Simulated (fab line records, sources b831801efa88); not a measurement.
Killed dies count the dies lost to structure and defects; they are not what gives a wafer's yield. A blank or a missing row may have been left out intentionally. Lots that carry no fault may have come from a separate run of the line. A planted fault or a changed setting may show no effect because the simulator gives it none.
Chamber matching + flow gf180mcu + 4 sister chambers for GF_V1_CMP_26 on cmp-01
The step polishes, stops on SiO2, t overpolish 15 s, target thk 0 nm. 4 wafers are shown with their chamber, then 7 later ones without.

== EACH WAFER AND ITS CHAMBER ==
| wafer  | chamber | motor_current_A (A) |
|--------|---------|---------------------|
| L076.5 | 1       | 11.7                |
| L078.1 | 2       | 12.1                |
| L079.2 | 3       | 10.6                |
| L079.3 | 0       | 9.7                 |

== WAFERS WITHOUT THEIR CHAMBER ==
| wafer  | motor_current_A (A) |
|--------|---------------------|
| L079.5 | 11.4                |
| L095.4 | 10.4                |
| L095.5 | 11.1                |
| L095.6 | 12.1                |
| L097.4 | 11.7                |
| L097.5 | 11.9                |
| L097.6 | 10.0                |

== WHICH CHAMBER EACH ONE RAN IN ==
| wafer  | from the rows above          | in truth |
|--------|------------------------------|----------|
| L079.5 | can't be placed: 1 or 2 or 3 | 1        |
| L095.4 | can't be placed: 3 or 0      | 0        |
| L095.5 | can't be placed: 3 or 1 or 2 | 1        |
| L095.6 | can't be placed: 2 or 1      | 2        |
| L097.4 | can't be placed: 1 or 2      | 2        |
| L097.5 | can't be placed: 2 or 1      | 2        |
| L097.6 | can't be placed: 0 or 3      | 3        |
0 of 7 placed correctly. Unplaceable from these rows: 7, with the true chamber sitting among the candidates in 7. Number placed wrongly: 0.
How it was worked out, from the rows above alone: a wafer's distance from a chamber is the root of the sum, over the readings, of the square of ((its reading less the chamber's mean) divided by the reading's scatter). If the next closest chamber is less than 2 further off than the closest, the wafer can't be placed; otherwise it belongs to the closest. For every chamber, the mean is computed from those of its wafers that are shown. The scatter: root of mean squared gap, hidden wafer to nearest shown wafer, with one shown wafer a chamber.
